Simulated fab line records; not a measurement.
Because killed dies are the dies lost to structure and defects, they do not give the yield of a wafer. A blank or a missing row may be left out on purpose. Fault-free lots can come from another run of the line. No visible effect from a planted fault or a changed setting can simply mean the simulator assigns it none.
fab line records	flow sky130
[record] lots = 7	wafers = 20	last-day = 49
route steps=708 shown METAL1@446 VIA1@458 PAD_OPEN@708
lots untouched by any fault: they come from a run of this same line in which no faults occurred
start-h: hours from the record's first day to the start of the lot's first wafer shown	wait-h: time in hours since the lot's previous step	" repeats the value in the row above	L1.1+2: several wafers, shown together as one row	- either no value or no given start	* or withheld: withheld	< > ~ a bound
route shown NAME@n: names a module that has steps shown in the file, with the first one's number in the route	usual: mean/standard deviation of fault-free wafers	same: alike in all rows	chamber/n: place in a boat	sites: each site's reading	_std_site: the standard deviation of these	_edge_site: the outer-site mean with the inner-site mean subtracted	radius-mm: for every site, how far away it sits from the centre of the wafer	mask NAME#n: copy n	behind: the most recent tool/chamber to have shaped the wafer	hold: what put the lot on hold/how long, in hours/how the hold closed	device: which transistor (n, p or np) failed to switch	end of line: tests run on the same wafers once the route is complete	step lacking rows: just its recipe	killed: at the first sort, the dies lost to defects and structure; wafer yield is something else	map: shows each die of a wafer: x if killed, . if not, _ if none is there
set.NAME: the run value of the setting; set.NAME@STEP: its run value at that earlier step	model.NAME: the simulator's own value behind a step, which no gauge read
lots at some steps of the route; a table a step, a row a wafer
services: from which hour (start-h, from the record's first day; less than 0 if before it) a tool's chamber was out of use, for how many hours, and why
[[steps]]
[step SKY_METAL1_EXPOSE_12]
[recipe] mask-id = MM1	na = 0.8	source-shape = annular	sigma-inner = 0.55	sigma-outer = 0.85	target-cd-nm = 140	dose-mj = 28
[step SKY_METAL1_PEB_13]
[recipe] peb-temp-c = withheld	peb-time-s = withheld	resist = KrF-thick
[step SKY_METAL1_DEVELOP_14]
[recipe] develop-time-s = 60	resist = KrF-thick	dev-temp-c = 21
[step SKY_METAL1_CD_MEAS_15]
[recipe] target-cd-nm = 140
[usual] cd-nm = 139.4/1.6
lot.wafer	tool	chamber	start-h	wait-h	cd-nm
L567.2	cd-sem-01	-	786.40	-	137.4
L567.4	"	-	"	"	139.0
L567.6	"	-	"	"	139.0
L568.1	cd-sem-01	-	794.70	-	140.8
L568.3	"	-	"	"	140.2
L568.5	"	-	"	"	140.2
L570.2	cd-sem-01	-	832.74	-	141.9
L570.3	"	-	"	"	140.8
L570.4	"	-	"	"	141.9
L574.2	cd-sem-02	-	846.70	-	142.0
L574.4	"	-	"	"	141.4
L574.6	"	-	"	"	141.9
L577.1	cd-sem-02	-	868.68	-	139.0
L577.3	"	-	"	"	139.4
L577.6	"	-	"	"	138.9
L578.2	cd-sem-02	-	877.15	-	138.4
L578.4	"	-	"	"	138.3
L578.6	"	-	"	"	137.2
L580.1	cd-sem-02	-	887.33	-	137.8
L580.3	"	-	"	"	139.8
[step SKY_METAL1_OVL_MEAS_16]
[usual] METAL1_OVL = -2/4.1
lot.wafer	tool	chamber	start-h	wait-h	METAL1_OVL[nm]
L567.2	overlay-02	-	786.51	0.1	-4
L567.4	"	-	"	"	-7
L567.6	"	-	"	"	-5
L568.1	overlay-02	-	794.82	0.1	-3
L568.3	"	-	"	"	-2
L568.5	"	-	"	"	-4
L570.2	overlay-02	-	832.85	0.1	-5
L570.3	"	-	"	"	-12
L570.4	"	-	"	"	-6
L574.2	overlay-02	-	846.81	0.1	-9
L574.4	"	-	"	"	-5
L574.6	"	-	"	"	-6
L577.1	overlay-02	-	868.83	0.1	7
L577.3	"	-	"	"	-3
L577.6	"	-	"	"	-5
L578.2	overlay-02	-	877.26	0.1	2
L578.4	"	-	"	"	2
L578.6	"	-	"	"	0
L580.1	overlay-02	-	887.45	0.1	6
L580.3	"	-	"	"	2
[step SKY_METAL1_DESCUM_17]
[recipe] chemistry = O2	source-power-w = 150	bias-power-w = 0	pressure-mtorr = 10	temp-c = 40	time-s = 8
[usual] drypump-motor-current-A = 5.7/0.35	oes-product-au = 1.002/0.0083	rf-fwd-power-W = 147.1/0.64	temp-c = 40.01/0.1
lot.wafer	tool	chamber	start-h	wait-h	drypump-motor-current-A	oes-product-au	rf-fwd-power-W	rf-hours-counter-h	temp-c
L567.2	rie-metal-04	0	786.54	0.0	5.6	0.998	146.8	7	40.07
L567.4	"	0	"	"	5.6	1.007	146.9	-	39.99
L567.6	"	1	"	"	5.6	0.988	147.0	-	39.86
L568.1	rie-metal-04	1	794.86	0.0	5.6	0.995	147.2	6	40.03
L568.3	"	1	"	"	5.6	0.990	146.8	-	40.26
L568.5	"	0	"	"	5.6	0.999	147.3	-	40.04
L570.2	rie-metal-04	0	832.88	0.0	5.6	0.994	146.0	9	40.02
L570.3	"	1	"	"	5.6	0.987	147.0	-	40.05
L570.4	"	0	"	"	5.6	1.002	146.8	-	40.11
L574.2	rie-metal-02	0	846.84	0.0	5.1	1.009	146.7	3	40.08
L574.4	"	0	"	"	5.1	1.009	146.6	-	40.10
L574.6	"	1	"	"	6.0	1.011	147.8	-	40.11
L577.1	rie-metal-04	1	868.86	0.0	5.6	1.001	146.5	9	40.10
L577.3	"	0	"	"	5.6	1.006	147.4	-	39.88
L577.6	"	1	"	"	5.6	0.997	146.7	-	39.95
L578.2	rie-metal-02	1	877.29	0.0	6.0	1.004	147.2	7	39.84
L578.4	"	1	"	"	6.0	1.005	148.1	-	40.02
L578.6	"	0	"	"	5.0	1.008	145.3	-	40.08
L580.1	rie-metal-02	0	887.49	0.0	5.0	1.001	146.1	5	39.99
L580.3	"	0	"	"	5.1	1.007	146.1	-	39.93
[step SKY_METAL1_ETCH_18]
[recipe] chemistry = N2/H2	target = BARC	ion-energy-ev = 200	bias-w = 100	pressure-mtorr = 30	n2-flow-sccm = 100	h2-flow-sccm = 200	icp-w = 500	stop-on = SiO2	time-s = 45.9	target-depth-a = 600
[usual] drypump-motor-current-A = 5.7/0.36	n2-flow-sccm = 100.0/0.3	oes-product-au = 0.855/0.0051	rf-fwd-power-W = 495.1/2	throttle-valve-pct = 13.225/0.0085
lot.wafer	tool	chamber	start-h	wait-h	drypump-motor-current-A	n2-flow-sccm	oes-product-au	rf-fwd-power-W	rf-hours-counter-h	throttle-valve-pct
L567.2	rie-metal-04	0	786.57	0.0	5.6	99.6	0.852	492.9	7	13.234
L567.4	"	0	"	"	5.6	99.2	0.855	493.8	-	13.221
L567.6	"	1	"	"	5.6	100.8	0.852	494.7	-	13.227
L568.1	rie-metal-04	1	794.89	0.0	5.6	100.4	0.849	492.4	6	13.236
L568.3	"	1	"	"	5.6	100.1	0.862	492.2	-	13.215
L568.5	"	0	"	"	5.6	100.0	0.854	495.3	-	13.222
L570.2	rie-metal-04	0	832.91	0.0	5.6	100.2	0.853	492.0	9	13.237
L570.3	"	1	"	"	5.6	99.7	0.851	496.6	-	13.225
L570.4	"	0	"	"	5.6	99.9	0.846	494.1	-	13.235
L574.2	rie-metal-02	0	846.88	0.0	5.1	100.4	0.854	492.4	3	13.242
L574.4	"	0	"	"	5.0	100.4	0.857	494.8	-	13.226
L574.6	"	1	"	"	6.0	99.7	0.857	496.2	-	13.233
L577.1	rie-metal-04	1	868.89	0.0	5.6	100.5	0.857	495.6	9	13.241
L577.3	"	0	"	"	5.6	100.1	0.851	496.2	-	13.226
L577.6	"	1	"	"	5.6	100.0	0.860	496.3	-	13.236
L578.2	rie-metal-02	1	877.32	0.0	6.0	100.3	0.851	496.6	7	13.224
L578.4	"	1	"	"	6.0	99.8	0.845	494.8	-	13.239
L578.6	"	0	"	"	5.1	100.3	0.861	494.5	-	13.237
L580.1	rie-metal-02	0	887.52	0.0	5.1	99.7	0.860	492.2	5	13.231
L580.3	"	0	"	"	5.1	99.8	0.849	493.5	-	13.217
[step SKY_METAL1_METAL_ETCH_19]
[recipe] target-depth-a = 3600	stop-on = SiO2	over-etch-frac = 0.3	time-s = 78	chemistry = Cl2/BCl3	resist-sidewall-deg = 88	pressure-mtorr = 10	icp-w = 900	bias-w = 48.5	Cl2_flow_sccm = 60	bcl3-flow-sccm = 30
[usual] drypump-motor-current-A = 5.7/0.36	oes-product-au = 0.855/0.0058	rf-fwd-power-W = 894/3.1	throttle-valve-pct = 22.263/0.009
lot.wafer	tool	chamber	start-h	wait-h	drypump-motor-current-A	oes-product-au	rf-fwd-power-W	rf-hours-counter-h	throttle-valve-pct
L567.2	rie-metal-04	0	786.63	0.0	5.6	0.849	893	7	22.277
L567.4	"	0	"	"	5.6	0.854	892	-	22.252
L567.6	"	1	"	"	5.6	0.862	895	-	22.274
L568.1	rie-metal-04	1	794.95	0.0	5.6	0.856	898	6	22.266
L568.3	"	1	"	"	5.6	0.852	896	-	22.257
L568.5	"	0	"	"	5.6	0.841	895	-	22.270
L570.2	rie-metal-04	0	832.97	0.0	5.6	0.864	898	9	22.256
L570.3	"	1	"	"	5.6	0.851	897	-	22.264
L570.4	"	0	"	"	5.6	0.857	899	-	22.260
L574.2	rie-metal-02	0	846.94	0.0	5.0	0.858	888	3	22.264
L574.4	"	0	"	"	5.1	0.848	887	-	22.251
L574.6	"	1	"	"	6.0	0.846	895	-	22.267
L577.1	rie-metal-04	1	868.96	0.0	5.6	0.855	891	9	22.253
L577.3	"	0	"	"	5.6	0.854	897	-	22.283
L577.6	"	1	"	"	5.6	0.856	894	-	22.283
L578.2	rie-metal-02	1	877.38	0.0	6.0	0.847	897	7	22.270
L578.4	"	1	"	"	6.0	0.846	899	-	22.265
L578.6	"	0	"	"	5.1	0.853	890	-	22.255
L580.1	rie-metal-02	0	887.58	0.0	5.0	0.849	894	5	22.263
L580.3	"	0	"	"	5.0	0.856	891	-	22.260
[step SKY_METAL1_STRIP_20]
[recipe] chemistry = O2/N2	power-w = 1400	pressure-mtorr = 1500	platen-temp-c = withheld	o2-flow-sccm = 3000	n2-flow-sccm = 300	overash-fraction = 0.5
[usual] drypump-motor-current-A = 5.57/0.15	n2-flow-sccm = 299.9/0.79	oes-product-au = 0.342/0.005	strip-time-to-endpoint-s = 2.70/0.04
lot.wafer	tool	chamber	start-h	wait-h	drypump-motor-current-A	n2-flow-sccm	oes-product-au	rf-hours-counter-h	strip-time-to-endpoint-s
L567.2	plasma-asher-01	0	786.72	0.1	5.55	299.2	0.346	4	2.78
L567.4	"	0	"	"	5.56	298.7	0.354	-	2.78
L567.6	"	0	"	"	5.56	299.3	0.346	-	2.82
L568.1	plasma-asher-04	0	795.04	0.1	5.85	299.3	0.346	69	2.77
L568.3	"	0	"	"	5.86	299.0	0.345	-	2.79
L568.5	"	0	"	"	5.87	299.0	0.352	-	2.77
L570.2	plasma-asher-04	0	833.06	0.1	5.86	299.5	0.344	72	2.72
L570.3	"	0	"	"	5.87	300.2	0.350	-	2.72
L570.4	"	1	"	"	5.35	301.2	0.342	-	2.67
L574.2	plasma-asher-03	1	847.03	0.1	5.59	299.3	0.347	39	2.68
L574.4	"	1	"	"	5.58	299.8	0.345	-	2.68
L574.6	"	1	"	"	5.58	300.2	0.343	-	2.70
L577.1	plasma-asher-01	0	869.05	0.1	5.58	301.8	0.347	13	2.73
L577.3	"	0	"	"	5.57	300.0	0.333	-	2.70
L577.6	"	1	"	"	5.55	300.1	0.334	-	2.71
L578.2	plasma-asher-04	0	877.47	0.1	5.84	299.3	0.345	77	2.71
L578.4	"	1	"	"	5.33	300.4	0.342	-	2.70
L578.6	"	0	"	"	5.85	299.9	0.342	-	2.65
L580.1	plasma-asher-01	0	887.67	0.1	5.61	300.4	0.343	15	2.65
L580.3	"	0	"	"	5.59	300.5	0.335	-	2.64
[step SKY_METAL1_STRIP_21]
[recipe] chemistry = post-etch-residue-remover	time-s = 1200	temp-c = 72.5
[step SKY_METAL1_CLEAN_22]
[recipe] chemistry = IPA	time-s = 180	temp-c = 25
[step SKY_METAL1_CLEAN_23]
[recipe] chemistry = O3/DIW	dry = n2-spin
[step SKY_VIA1_HDPCVD_00]
[recipe] material = SiO2	target-thk-nm = 1030	sigma-open-frac = 0.3	time-s = 171.7	temp-c = 400	sih4-flow-sccm = 60	pressure-mtorr = 6
[usual] run-length-s = 199.7/0.52
lot.wafer	tool	chamber	start-h	wait-h	run-length-s	model.SiO2_of_VIA1_HDPCVD_00.thk-nm
L567.2	hdpcvd-02	1	787.36	0.0	199.3	1021
L567.4	"	0	"	"	198.5	1031
L567.6	"	2	"	"	199.6	1024
L568.1	hdpcvd-02	1	795.67	0.0	199.5	1007
L568.3	"	2	"	"	199.6	1025
L568.5	"	0	"	"	199.5	1005
L570.2	hdpcvd-01	1	833.66	0.0	200.3	1033
L570.3	"	0	"	"	200.1	1036
L570.4	"	2	"	"	200.1	1037
L574.2	hdpcvd-02	2	847.63	0.0	199.8	1035
L574.4	"	2	"	"	199.6	1026
L574.6	"	1	"	"	200.0	1036
L577.1	hdpcvd-01	2	869.64	0.0	156.0	775
L577.3	"	1	"	"	199.5	1052
L577.6	"	2	"	"	200.6	1038
L578.2	hdpcvd-01	2	878.06	0.0	200.8	1042
L578.4	"	2	"	"	156.0	776.7
L578.6	"	0	"	"	199.8	1039
L580.1	hdpcvd-01	2	888.27	0.0	156.8	762
L580.3	"	0	"	"	199.8	1028
[step SKY_VIA1_THK_MEAS_01]
[recipe] reads = SiO2_of_VIA1_HDPCVD_00
[usual] VIA1_HDPCVD_THK = 1032/10
lot.wafer	tool	chamber	start-h	wait-h	hold	VIA1_HDPCVD_THK[nm]
L567.2	film-metro-04	-	787.48	0.1	-	1022
L567.4	"	-	"	"	-	1031
L567.6	"	-	"	"	-	1024
L568.1	film-metro-04	-	795.79	0.1	-	1008
L568.3	"	-	"	"	-	1025
L568.5	"	-	"	"	-	1004
L570.2	film-metro-04	-	833.78	0.1	-	1033
L570.3	"	-	"	"	-	1036
L570.4	"	-	"	"	-	1038
L574.2	film-metro-03	-	847.75	0.1	-	1034
L574.4	"	-	"	"	-	1027
L574.6	"	-	"	"	-	1035
L577.1	film-metro-01	-	869.76	0.1	await-dispo/0.2h/release	775
L577.3	"	-	"	"	await-dispo/0.2h/release	1052
L577.6	"	-	"	"	await-dispo/0.2h/release	1039
L577.1	film-metro-01	-	869.98	0.2	-	775
L577.3	"	-	"	"	-	1052
L577.6	"	-	"	"	-	1038
L578.2	film-metro-04	-	878.19	0.1	await-dispo/0.2h/release	1041
L578.4	"	-	"	"	await-dispo/0.2h/release	776
L578.6	"	-	"	"	await-dispo/0.2h/release	1039
L578.2	film-metro-04	-	878.41	0.2	-	1043
L578.4	"	-	"	"	-	776
L578.6	"	-	"	"	-	1040
L580.1	film-metro-04	-	888.38	0.1	await-dispo/0.2h/release	761
L580.3	"	-	"	"	await-dispo/0.2h/release	1028
L580.1	film-metro-04	-	888.61	0.2	-	762
L580.3	"	-	"	"	-	1027
[step SKY_VIA1_CMP_02]
[recipe] material = SiO2	down-force-psi = 4	platen-rpm = 60	pad-velocity-m-s = 0.94248
[usual] motor-current-A = 12.3/0.8
lot.wafer	tool	chamber	start-h	wait-h	hold	motor-current-A
L567.4	cmp-02	0	787.63	0.1	-	13.1
L567.2	"	1	"	"	-	11.2
L567.6	"	2	"	"	-	12.3
L568.3	cmp-02	2	795.96	0.1	-	11.4
L568.1	"	3	"	"	-	13.6
L568.5	"	1	"	"	-	12.3
L570.4	cmp-02	0	833.88	0.1	-	12.5
L570.3	"	1	"	"	-	11.3
L570.2	"	2	"	"	-	12.5
L574.4	cmp-02	0	847.85	0.1	-	12.3
L574.2	"	2	"	"	-	11.6
L574.6	"	0	"	"	-	13.1
L577.3	cmp-01	0	874.12	4.1	await-dispo/3.8h/release	10.7
L577.1	"	2	"	"	await-dispo/3.8h/release	12.2
L577.6	"	0	"	"	await-dispo/3.8h/release	10.9
L578.4	cmp-02	2	888.74	10.3	await-dispo/10.1h/release	11.7
L578.2	"	0	"	"	await-dispo/10.1h/release	12.9
L578.6	"	2	"	"	await-dispo/10.1h/release	11.3
L580.3	cmp-02	1	890.09	1.5	await-dispo/1.3h/release	12.1
L580.1	"	2	"	"	await-dispo/1.3h/release	11.5
[step SKY_PAD_OPEN_PROBE_99]
[usual] defect-limited-yield = 82.5/2	killed_at_M0_to_M3 = 44/7	killed_at_M4_up = 3.0/1.7	killed-at-contacts = 24/5.2	killed-at-front-end = 15/4.8	killed-at-other = 0.2/0.56	killed-dies = 86/9.7	killed-open = 47/7.1	killed-short = 39/6.3	sort_bin_3_pad_short = 0.9/0.4	sort_bin_5_function = 10.3/1.6	sort_bin_6_memory = 6.3/1.2	sort-n-pass = 406/9.7	sort-yield-pct = 82.5/2
[same] gross-dies = 492	killed-at-back-side = 0	sort_bin_4_leakage[%] = 0	sort_bin_8_speed[%] = 0
lot.wafer	tool	chamber	start-h	wait-h	defect-limited-yield[%]	killed_at_M0_to_M3	killed_at_M4_up	killed-at-contacts	killed-at-front-end	killed-at-other	killed-dies	killed-open	killed-short	sort_bin_3_pad_short[%]	sort_bin_5_function[%]	sort_bin_6_memory[%]	sort-n-pass	sort-yield-pct[%]
L570.2	prober-01	-	1130.13	0.1	86.2	38	3	18	8	1	68	35	33	0.4	8.5	4.9	424	86.2
L570.3	prober-01	-	1130.18	0.2	83.3	42	0	22	18	0	82	34	48	1.0	10.8	4.9	410	83.3
L570.4	prober-01	-	1130.23	0.2	82.3	40	2	35	10	0	87	42	45	1.6	10.2	5.9	405	82.3
L577.1	prober-01	-	1159.54	0.1	83.1	34	6	22	21	0	83	51	31	0.8	8.3	7.7	409	83.1
L577.3	prober-01	-	1159.64	0.2	79.7	49	1	28	22	0	100	55	45	0.4	12.6	7.3	392	79.7
L577.6	prober-01	-	1159.79	0.2	80.9	51	7	23	12	1	94	48	46	1.2	12.2	5.7	398	80.9
L578.2	prober-02	-	1163.87	0.1	80.9	38	5	27	24	0	94	53	41	0.8	11.0	7.3	398	80.9
L578.4	prober-02	-	1163.97	0.2	83.1	43	5	17	18	0	83	44	39	1.6	8.9	6.3	409	83.1
L578.6	prober-02	-	1164.07	0.2	78.7	54	1	28	22	0	105	63	42	1.0	14.0	6.3	387	78.7
L580.1	prober-01	-	1170.69	0.1	84.8	39	5	21	10	0	75	43	32	0.4	9.3	5.5	417	84.8
L580.3	prober-01	-	1170.79	0.2	84.1	44	3	16	15	0	78	40	38	1.4	9.8	4.7	414	84.1
// killed by level:class
L570.2 CONTACT:geometric-particle:open=7 CONTACT:geometric-particle:short=7 VIA1:geometric-particle:open=7 VIA2:geometric-particle:open=7 METAL1:geometric-particle:short=6 METAL3:geometric-particle:short=5 VIA1:geometric-particle:short=4 VIA3:geometric-particle:open=4
L570.3 VIA1:geometric-particle:short=10 FIELD_ISO:geometric-particle:short=6 VIA1:geometric-particle:open=6 VIA3:geometric-particle:open=6 VIA2:geometric-particle:open=6 LI_CONTACT:geometric-particle:open=5 CONTACT:geometric-particle:open=5 VIA2:geometric-particle:short=5
L570.4 LI_CONTACT:geometric-particle:open=12 CONTACT:geometric-particle:open=9 METAL1:geometric-particle:short=6 VIA1:geometric-particle:short=6 VIA1:geometric-particle:open=6 LOCAL_INTERCONNECT:geometric-particle:short=5 METAL2:geometric-particle:short=5 LI_CONTACT:geometric-particle:short=4
L577.1 CONTACT:geometric-particle:open=8 POLY_GATE:geometric-particle:open=7 LI_CONTACT:geometric-particle:open=6 VIA1:geometric-particle:short=6 VIA1:geometric-particle:open=6 FIELD_ISO:geometric-particle:open=5 VIA3:geometric-particle:open=5 VIA2:geometric-particle:open=5
L577.3 VIA1:geometric-particle:open=12 LI_CONTACT:geometric-particle:open=10 CONTACT:geometric-particle:open=8 POLY_GATE:geometric-particle:short=8 VIA1:geometric-particle:short=8 FIELD_ISO:geometric-particle:open=7 POLY_GATE:geometric-particle:open=6 VIA2:geometric-particle:open=6
L577.6 VIA1:geometric-particle:open=10 LI_CONTACT:geometric-particle:open=9 METAL4:geometric-particle:short=7 VIA3:geometric-particle:open=7 VIA2:geometric-particle:open=7 CONTACT:geometric-particle:open=7 FIELD_ISO:geometric-particle:short=6 METAL1:geometric-particle:short=6
L578.2 VIA1:geometric-particle:open=11 CONTACT:geometric-particle:open=10 LOCAL_INTERCONNECT:geometric-particle:short=6 VIA3:geometric-particle:open=6 FIELD_ISO:geometric-particle:open=5 METAL2:geometric-particle:short=5 LI_CONTACT:geometric-particle:open=5 POLY_GATE:geometric-particle:open=4
L578.4 VIA1:geometric-particle:open=8 FIELD_ISO:geometric-particle:open=6 CONTACT:geometric-particle:short=6 LI_CONTACT:geometric-particle:open=6 VIA3:geometric-particle:open=6 FIELD_ISO:geometric-particle:short=5 METAL1:geometric-particle:short=5 VIA1:geometric-particle:short=5
L578.6 VIA1:geometric-particle:open=21 LI_CONTACT:geometric-particle:open=12 METAL1:geometric-particle:short=10 CONTACT:geometric-particle:open=9 POLY_GATE:geometric-particle:short=7 VIA1:geometric-particle:short=6 FIELD_ISO:geometric-particle:short=5 FIELD_ISO:geometric-particle:open=4
L580.1 VIA1:geometric-particle:open=8 LI_CONTACT:geometric-particle:open=7 VIA2:geometric-particle:open=6 FIELD_ISO:geometric-particle:open=4 LOCAL_INTERCONNECT:geometric-particle:short=4 CONTACT:geometric-particle:short=4 METAL2:geometric-particle:short=4 METAL2:geometric-particle:open=4
L580.3 CONTACT:geometric-particle:open=8 VIA2:geometric-particle:open=7 VIA1:geometric-particle:open=6 POLY_GATE:geometric-particle:short=5 METAL1:geometric-particle:short=5 VIA1:geometric-particle:short=5 METAL2:geometric-particle:short=5 VIA3:geometric-particle:open=5
[[services]]
tool	chamber	start-h	hours	kind
hdpcvd-01	2	767.88	36.3	repair
rie-metal-04	-	791.00	2.8	pm
plasma-asher-01	-	793.08	2.8	pm
plasma-asher-03	-	827.67	14.6	pm
hdpcvd-02	-	831.40	6.0	pm
[[key]]
[first-sign] step = SKY_VIA1_HDPCVD_00	reading = run-length-s	direction = down	sigmas = 83	usual = *	struck = *
[effect] step = SKY_VIA1_THK_MEAS_01	reading = visit	direction = added
[effect] step = SKY_VIA1_THK_MEAS_01	reading = VIA1_HDPCVD_THK	direction = down	sigmas = 25	usual = 1032	struck = 771
[model-effect] step = SKY_VIA1_HDPCVD_00	value = SiO2_of_VIA1_HDPCVD_00.thk-nm	without = 1037	struck = 771.2
met-at SKY_VIA1_HDPCVD_00
struck-wafers L577.1,L578.4,L580.1
onset-between 833.66 869.64
[fault] kind = process-parameter-drift	tool = hdpcvd-01	chamber = -	onset-h = 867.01	steps = SKY_VIA1_HDPCVD_00	channel = time-s	offset = *	shape = step	end-h = 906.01	scope = struck-wafers-only	acts-in = *	stated = *
